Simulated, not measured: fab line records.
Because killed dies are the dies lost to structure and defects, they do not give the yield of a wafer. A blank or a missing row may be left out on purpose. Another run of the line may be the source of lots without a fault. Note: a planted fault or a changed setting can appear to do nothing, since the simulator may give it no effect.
Problem report, 8D (eight disciplines) form, completed by code || flow gf180mcu || the parts of the form that need people (team, actions taken, sign-off) are left out

1. THE PROBLEM
Mean of beam energy keV at GF_LVPWELL_IMPLANT_09: 55.435 across 6 wafers in 2 lots; on wafers with no fault it is 60.003 (standard deviation 0.019). So: -99 or more standard deviations from the usual mean.
First seen on wafer L328.3, day 7 06:59, on implanter-04. The record holds 39 wafers of 13 lots with a number at this step. By rule, "out" or "out of limits" means more than 4 standard deviations away from the usual mean. The other wafers with a number count as sound.

2. WHAT IT IS, WHAT IT ISN'T
{"question": "which readings at this step", "is": "beam energy keV", "is not": "-"}
{"question": "which lots", "is": "L328, L330", "is not": "L314, L315, L316, L319, L321, L322, L323, L324, L333, L335, L337"}
{"question": "which wafers of those lots", "is": "all that have a number", "is not": "-"}
{"question": "read on which tools", "is": "implanter-04", "is not": "implanter-01, implanter-03"}
{"question": "when", "is": "from day 7 06:59", "is not": "up to then (24 sound wafers); but 9 sound wafers of L333, L335, L337 came after"}

3. SUSPECTS, AND WHAT RULES EACH OUT
Counting: any tool at a process step up to the reading is kept as a suspect provided that every lot that is out went through it and no sound lot did after the first of them.
- implanter-04 at GF_LVPWELL_IMPLANT_09: kept. Every lot that is out went through it, starting with L328 (day 7 06:59), and after that it ran no sound lot; the last sound lot it ran before then is L323 (day 6 05:54). Its own beam energy keV readings are out on those wafers.
Remaining after the count: implanter-04 at GF_LVPWELL_IMPLANT_09.

4. THE CAUSE (what the simulator had put in)
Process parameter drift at GF_LVPWELL_IMPLANT_09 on implanter-04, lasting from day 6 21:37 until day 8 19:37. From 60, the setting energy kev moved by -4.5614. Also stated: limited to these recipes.
After counting, this tool was the only one left.

5. THE EFFECT CHAIN, in route order
Each row: a reading where the mean over the struck wafers with a number is more than 3 standard deviations away from the usual. Only readings for which the record gives a usual standard deviation are gone through. hours: the time from each lot's start at the first step in this table that gives one to its start at this step, as a median over the lots. sigmas: the change in usual standard deviations.
{"hours": 0, "step": "GF_LVPWELL_IMPLANT_09", "reading": "beam energy keV", "usual": 60.003, "on struck wafers": 55.435, "change": -4.568, "sigmas": "-99 or more"}
The process steps in it:
- GF_LVPWELL_IMPLANT_09
At these later measuring or inspecting steps, every struck wafer for which the step has a row has a number for every such reading, and none has moved that far: GF_V3_CD_MEAS_14.

6. WHAT WOULD HAVE CAUGHT IT SOONER
The fault began at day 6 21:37; the first out-of-limits reading in this record came at day 7 06:59, 9 hours later.
